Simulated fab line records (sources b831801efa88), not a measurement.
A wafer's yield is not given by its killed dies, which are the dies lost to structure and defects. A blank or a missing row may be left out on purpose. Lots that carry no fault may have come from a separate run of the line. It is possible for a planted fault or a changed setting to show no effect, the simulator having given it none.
A struck lot beside a sound one ; flow gf180mcu ; 15 out of 602 route steps
Sound: the wafers L149.2, L149.3, L149.6. Struck: wafers L167.1, L167.2, L167.5. The cause is named last.
For every step that has rows: the tool of each side, followed by ch and its chambers, followed by its first start. Under that, the readings that differ: sound wafers ; struck wafers ; difference of the means ; sigmas: that difference in standard deviations of wafers without a fault.
alike: a reading whose means differ by less than 2 such deviations, as well as words and numbers matching on both sides. not compared: withheld readings; readings where some wafer has no value; bounds like >300 that might hide an equal value; numbers whose values overlap and for which the record gives no deviation.
The two part at a step that has a row with sigmas, a row that says differs or no value, or rows on one side only. Numbers that don't overlap but have no deviation are shown without sigmas and don't part them. A reading that every wafer of one side lacks parts them only if that side has two wafers or more.

first, 7 steps without rows for these wafers: GF_HV_LDD_DEHYDRATE_24 (time 60 s); GF_HV_LDD_HMDS_25 (prime time 60 s); GF_HV_LDD_COAT_26 (resist thk 1000 nm); GF_HV_LDD_SOFTBAKE_27 (time 60 s); GF_HV_LDD_EXPOSE_28 (exposes mask Nplus HV AREA, target cd 400 nm); GF_HV_LDD_PEB_29; GF_HV_LDD_DEVELOP_30 (develop time 60 s).
GF_HV_LDD_CD_MEAS_31 targets a cd of 400 nm.
  sound on cd sem-01, day 11 18:22; struck on cd sem-01, day 17 08:00
  alike: cd nm
GF_HV_LDD_OVL_MEAS_32:
  sound on overlay-02, day 11 18:29; struck on overlay-01, day 17 08:07
  alike: HV_LDD_02_OVL
then, 3 steps without rows for these wafers: GF_HV_LDD_IMPLANT_33; GF_HV_LDD_IMPLANT_34; GF_HV_LDD_IMPLANT_35.
GF_HV_LDD_IMPLANT_36:
  sound on implanter-02 ch 0, day 11 18:59; struck on implanter-04 ch 0, day 17 08:36
reading;sound;struck;difference;sigmas
beam energy keV;60.009 60.008 59.982;57.785 57.781 57.835;-2.199;-99 or more
model.implant.rp nm (nm);62.86 62.86 62.86;61.43 61.43 61.43;-1.43;
model.implant.drp nm (nm);28.81 28.81 28.81;27.92 27.92 27.92;-0.89;
GF_HV_LDD_STRIP_37: strips in O2/N2.
  sound on plasma asher-02 ch 0,1, day 11 19:07; struck on plasma asher-02 ch 0,1, day 17 08:45
  alike: drypump motor current A, heater power w, oes product au, platen temp c, strip time to endpoint s
  not compared: rf hours counter h
GF_PASSIVATION_PROBE_99:
  rows exist in the record for the sound wafers here (prober-02, day 29 08:33), none for the struck ones

== WHERE THEY PART ==
Last at GF_PASSIVATION_PROBE_99 as far as this record goes, first at GF_HV_LDD_IMPLANT_36.

WHY: the cause the simulator had injected
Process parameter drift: implanter-04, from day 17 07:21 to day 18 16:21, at GF_HV_LDD_IMPLANT_36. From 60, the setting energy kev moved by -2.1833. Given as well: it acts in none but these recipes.
